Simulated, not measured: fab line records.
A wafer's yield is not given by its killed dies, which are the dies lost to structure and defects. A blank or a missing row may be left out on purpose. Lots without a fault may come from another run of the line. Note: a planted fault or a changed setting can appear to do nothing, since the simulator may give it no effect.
A single fault, viewed from 2 desks    flow gf180mcu    each desk has only its own numbers; what lay behind them comes last

== AT THE TOOL OWNER'S DESK: pvd-sputter-02 ==
The tool's own readings at GF_TOP_METAL_SPUTTER_01 (material TiN, target thk 30 nm, time 25 s): means of the sampled wafers that have a number, for each lot that ran on this tool. If a lot's mean is further than 4 standard deviations from the usual mean, the lot is out of limits and carries the mark OUT (the distance appears in the brackets).
Columns: A = throttle-valve-pct at GF_TOP_METAL_SPUTTER_01, usual 30.0 %
lot   first seen here  A
L880  day 27 22:14     30.2
L884  day 29 07:50     29.9
L888  day 30 13:55     30.2
This desk's verdict: no lot among the 3 shows anything out of limits.

== METROLOGY DESK ==
Lot by lot, what the gauges showed, no matter which tool ran the lot: averages of those sampled wafers that carry a number. If a lot's mean is further than 4 standard deviations from the usual mean, the lot is out of limits and carries the mark OUT (the distance appears in the brackets).
Columns: A = V5_W_RS at GF_V5_RS_MEAS_24, usual 0.3293 ohm/sq; B = V5_W_THK at GF_V5_THK_MEAS_25, usual 350 nm
lot   first seen here  A       B
L880  day 27 21:39     0.3307  350
L884  day 29 07:17     0.3276  350
L888  day 30 13:23     0.3292  349
L894  day 32 01:59     0.3302  346
L895  day 32 05:55     0.3285  354
L898  day 32 23:58     0.3299  349
This desk's verdict: no lot among the 6 shows anything out of limits.

== BROUGHT TOGETHER ==
Nothing out of limits was seen by the tool owner's desk.
Nothing out of limits was seen by the metrology desk.

== WHAT WAS PUT IN BY THE SIMULATOR ==
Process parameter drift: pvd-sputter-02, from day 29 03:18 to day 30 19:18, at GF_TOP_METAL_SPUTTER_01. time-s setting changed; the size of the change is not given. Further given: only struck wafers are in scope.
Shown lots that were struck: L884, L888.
